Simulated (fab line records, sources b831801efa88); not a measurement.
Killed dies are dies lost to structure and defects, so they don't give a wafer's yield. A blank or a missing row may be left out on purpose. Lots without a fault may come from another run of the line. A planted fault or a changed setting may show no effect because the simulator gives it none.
A struck lot beside a sound one | flow sky130 | 44 steps out of a route of 708
Sound: wafers L835.1, L835.2, L835.3. Struck: wafers L840.3, L840.5, L840.6. The cause comes at the end.
At each step with rows: each side's tool, then ch and its chambers, then its first start. Under that, the readings that differ: sound wafers | struck wafers | difference of the means | sigmas: that difference in standard deviations of wafers without a fault.
alike: readings whose means differ by less than 2 such deviations, and words and numbers that are the same on both sides. not compared: withheld readings, readings that some wafer has no value for, bounds like >300 that may hide the same value, and numbers for which the record gives no deviation and whose values overlap.
The two part at a step that has a row with sigmas, a row that says differs or no value, or rows on one side only. Numbers that don't overlap but have no deviation are shown without sigmas and don't part them. A reading that every wafer of one side lacks parts them only if that side has two wafers or more.

SKY_FIELD_ISO_STRIP_16: strips in O2/N2.
  sound on plasma_asher-02 ch 0,1, day 2 20:29; struck on plasma_asher-04 ch 0,1, day 3 21:31
  alike: drypump_motor_current_A, oes_product_au, strip_time_to_endpoint_s
  not compared: rf_hours_counter_h
SKY_FIELD_ISO_ETCH_17: etches Si in HBr/Cl2/O2, target depth 342 nm, time 97.7 s.
  sound on rie_si-01 ch 0,1,3, day 2 20:35; struck on rie_si-01 ch 0,1, day 3 21:34
  alike: drypump_motor_current_A, oes_product_au, throttle_valve_pct
  not compared: rf_hours_counter_h
then, 5 steps without rows for these wafers: SKY_FIELD_ISO_WET_ETCH_18 (etches Si3N4 in H3PO4, target depth 25 nm, time 286 s); SKY_FIELD_ISO_CLEAN_19 (cleans in SC1/SC2, time 150 s); SKY_FIELD_ISO_CLEAN_20 (cleans in dHF, time 20 s); SKY_FIELD_ISO_WET_ETCH_21 (etches SiO2 in dHF, target depth 20 nm, time 400 s); SKY_FIELD_ISO_OXIDATION_22 (stabilise 600 s, purge 300 s, target thk 10 nm).
SKY_FIELD_ISO_THK_MEAS_23:
  sound on film_metro-02, day 2 22:10; struck on film_metro-02, day 3 23:07
  reading                         | sound             | struck         | difference | sigmas
  FIELD_ISO_OXIDATION_01_THK (nm) | 10.23 10.32 10.31 | 9.64 9.78 9.91 | -0.51      | -3
then, 1 step without rows for these wafers: SKY_FIELD_ISO_CVD_24 (deposits SiO2, target thk 595 nm, time 99.2 s).
SKY_FIELD_ISO_THK_MEAS_25:
  sound on film_metro-01, day 2 22:17; struck on film_metro-01, day 3 23:15
  alike: FIELD_ISO_CVD_24_THK
then, 1 step without rows for these wafers: SKY_FIELD_ISO_ANNEAL_26 (time 1800 s).
SKY_FIELD_ISO_CMP_27: polishes, stops on Si3N4, t overpolish 16 s, target thk 457.8 nm.
  sound on cmp-01 ch 0,2,3, day 3 00:08; struck on cmp-01 ch 2,3, day 4 00:47
  alike: head_pressure_psi, motor_current_A, overpolish_run_s, retaining_ring_pressure_frac, time_to_endpoint_s
SKY_FIELD_ISO_WET_ETCH_28: etches SiO2 in dHF, target depth 23.7 nm, time 47 s.
  sound on wet_bench-01 ch 3, day 3 00:26; struck on wet_bench-01 ch 0, day 4 01:05
  reading                                    | sound             | struck            | difference | sigmas
  bath_heat_duty_pct (%)                     | 6.7 6.8 6.1       | 39.3 36.0 36.9    | +30.9      | +37
  temp_c (C)                                 | 24.96 25.10 25.03 | 42.07 42.09 41.99 | +17.02     | +99 or more
  model.SiO2_of_FIELD_ISO_CVD_24.thk_nm (nm) | 435.4 433.9 433.7 | 413.5 414.1 413.2 | -20.7      |
then, 4 steps without rows for these wafers: SKY_FIELD_ISO_WET_ETCH_29 (etches Si3N4 in H3PO4, target depth 160 nm, time 1825 s); SKY_FIELD_ISO_WET_ETCH_30 (etches SiO2 in dHF, target depth 25 nm, time 50 s); SKY_NWELL_CLEAN_00 (cleans in SC1/SC2, time 150 s); SKY_NWELL_OXIDATION_01 (stabilise 600 s, purge 300 s, target thk 10 nm).
SKY_NWELL_THK_MEAS_02:
  sound on film_metro-03, day 3 02:47; struck on film_metro-03, day 4 03:14
  alike: NWELL_OXIDATION_THK
then, 8 steps without rows for these wafers: SKY_DNWELL_DEHYDRATE_00 (time 60 s); SKY_DNWELL_HMDS_01 (prime time 60 s); SKY_DNWELL_COAT_02 (resist thk 3000 nm); SKY_DNWELL_SOFTBAKE_03; SKY_DNWELL_EXPOSE_04 (exposes mask DNM, target cd 3000 nm); SKY_DNWELL_PEB_05; SKY_DNWELL_DEVELOP_06 (develop time 60 s); SKY_DNWELL_IMPLANT_07.
SKY_DNWELL_STRIP_08: strips in O2/N2.
  sound on plasma_asher-03 ch 0,1, day 3 17:43; struck on plasma_asher-02 ch 0,1, day 4 20:06
  alike: drypump_motor_current_A, oes_product_au, strip_time_to_endpoint_s
  not compared: rf_hours_counter_h
SKY_DNWELL_TW_MEAS_09:
  sound on film_metro-04, day 3 17:58; struck on film_metro-01, day 4 20:11
  reading   | sound          | struck         | difference | sigmas
  DNWELL_TW | 1111 1104 1106 | 1133 1137 1124 | +24        | +3
then, 7 steps without rows for these wafers: SKY_PWDE_DEHYDRATE_00 (time 60 s); SKY_PWDE_HMDS_01 (prime time 60 s); SKY_PWDE_COAT_02 (resist thk 3000 nm); SKY_PWDE_SOFTBAKE_03; SKY_PWDE_EXPOSE_04 (exposes mask PWDEM, target cd 840 nm); SKY_PWDE_PEB_05; SKY_PWDE_DEVELOP_06 (develop time 60 s).
SKY_PWDE_OVL_MEAS_07:
  sound on overlay-02, day 4 09:22; struck on overlay-01, day 5 13:11
  alike: PWDE_OVL
then, 1 step without rows for these wafers: SKY_PWDE_IMPLANT_08.
SKY_PWDE_STRIP_09: strips in O2/N2.
  sound on plasma_asher-01 ch 0,1, day 4 09:33; struck on plasma_asher-04 ch 0,1, day 5 13:23
  alike: drypump_motor_current_A, oes_product_au, strip_time_to_endpoint_s
  not compared: rf_hours_counter_h
SKY_PWDE_TW_MEAS_10:
  sound on film_metro-03, day 4 09:39; struck on film_metro-03, day 5 13:29
  alike: PWDE_TW
then, 3 steps without rows for these wafers: SKY_NWELL_DEHYDRATE_03 (time 60 s); SKY_NWELL_HMDS_04 (prime time 60 s); SKY_NWELL_COAT_05 (resist thk 3000 nm).
-- the record jumps here: 26 days lie between the struck wafers' starts before and after (it left off in module NWELL and takes up again in module SALICIDE, whose first step shown is number 361 of the route) --
SKY_SALICIDE_CLEAN_00: cleans in HF-last, time 30 s.
  sound on wet_bench-02 ch 3, day 29 03:52; struck on wet_bench-04 ch 1, day 31 06:25
  reading                                    | sound             | struck            | difference | sigmas
  model.SiO2_of_FIELD_ISO_CVD_24.thk_nm (nm) | 360.2 359.1 358.9 | 337.8 338.3 337.4 | -21.6      |
-- the record jumps here: 17 days lie between the struck wafers' starts before and after (it left off in module SALICIDE and takes up again in module PAD_OPEN, whose first step shown is number 708 of the route) --
SKY_PAD_OPEN_PROBE_99:
  sound on prober-01, day 46 17:31; struck on prober-02, day 48 08:13
  reading                                 | sound                         | struck                        | difference | sigmas
  model.etest.res_p_drift_20v.line_ohm_um | 1.217e+04 1.142e+04 1.249e+04 | 1.096e+04 1.124e+04 1.125e+04 | -8.767e+02 |
  model.etest.res_p_drift_20v.rs_ohm_sq   | 1.025e+04 9581 1.042e+04      | 9155 9322 9468                | -769       |
  model.etest.pfet_16v.r_on_ohm_um        | 1.58e+04 1.492e+04 1.566e+04  | 1.484e+04 1.482e+04 1.48e+04  | -6.400e+02 |
  model.etest.cap_li_to_poly.c_af_um2     | 98.77 102 101.9               | 93.58 92.77 95.07             | -7.08      |
  model.etest.cap_poly_to_well.c_af_um2   | 90.17 90.6 90                 | 97.17 96.77 98.04             | +7.07      |
  model.etest.field_p.vt_v (V)            | -42.47 -40.11 -42.85          | -38.35 -38.96 -39.81          | +2.77      |
  model.etest.field_n.vt_v (V)            | 36.1 35.73 36.25              | 32.67 33.17 33.76             | -2.83      |
  alike: killed_at_M0_to_M3, killed_at_M4_up, killed_at_contacts, killed_at_front_end, killed_at_other, killed_dies, killed_open, killed_short
  not compared: model.etest.res_nwell.rs_ohm_sq

WHERE THEY PART
First at SKY_FIELD_ISO_THK_MEAS_23; last, within this record, at SKY_DNWELL_TW_MEAS_09. Later steps at which nothing parts them and some readings are alike: SKY_PWDE_OVL_MEAS_07, SKY_PWDE_STRIP_09, SKY_PWDE_TW_MEAS_10, SKY_PAD_OPEN_PROBE_99.

WHY: what the simulator had put in
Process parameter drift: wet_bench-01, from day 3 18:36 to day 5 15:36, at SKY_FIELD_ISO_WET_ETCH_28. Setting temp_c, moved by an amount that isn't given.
